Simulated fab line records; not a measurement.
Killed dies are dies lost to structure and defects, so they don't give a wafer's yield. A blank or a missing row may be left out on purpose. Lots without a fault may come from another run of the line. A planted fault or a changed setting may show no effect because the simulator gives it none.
Matching of chambers ; flow sky130 ; rie-diel-03 running SKY_POLY_GATE_ETCH_16: 4 sister chambers
The step etches Si3N4 in CH3F/O2, stops on poly-Si, time 147.5 s, target depth 75 nm. 4 wafers are shown with their chamber, then 7 later ones without.

EACH WAFER AND ITS CHAMBER
wafer;chamber;oes-product-au (a.u.)
L921.3;3;0.639
L933.3;2;0.639
L934.3;1;0.645
L934.4;0;0.642

WAFERS WHOSE CHAMBER IS MISSING
wafer;oes-product-au (a.u.)
L934.6;0.643
L936.2;0.647
L936.5;0.645
L936.6;0.652
L941.1;0.642
L941.3;0.642
L941.5;0.648

THE CHAMBER EACH PASSED THROUGH
wafer;from the rows above;in truth
L934.6;can't be placed: 0 or 1 or 2 or 3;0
L936.2;can't be placed: 1 or 0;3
L936.5;can't be placed: 1 or 0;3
L936.6;can't be placed: 1 or 0 or 2 or 3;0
L941.1;can't be placed: 0 or 1 or 2 or 3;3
L941.3;can't be placed: 0 or 1 or 2 or 3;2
L941.5;can't be placed: 1 or 0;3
0 of 7 placed correctly. Cannot be placed on the basis of these rows: 7; the candidates contain the true chamber in 4. Number placed wrongly: 0.
How it was worked out, from the rows above alone: a wafer's distance from a chamber is the root of the sum, over the readings, of the square of ((its reading less the chamber's mean) divided by the reading's scatter). The wafer belongs to the nearest chamber; if the next one is less than 2 further off, it can't be placed. Each chamber's mean is taken over the wafers shown for it. The scatter (one wafer shown for each chamber): square how far every hidden wafer sits from the nearest shown wafer, average those squares and take the square root.
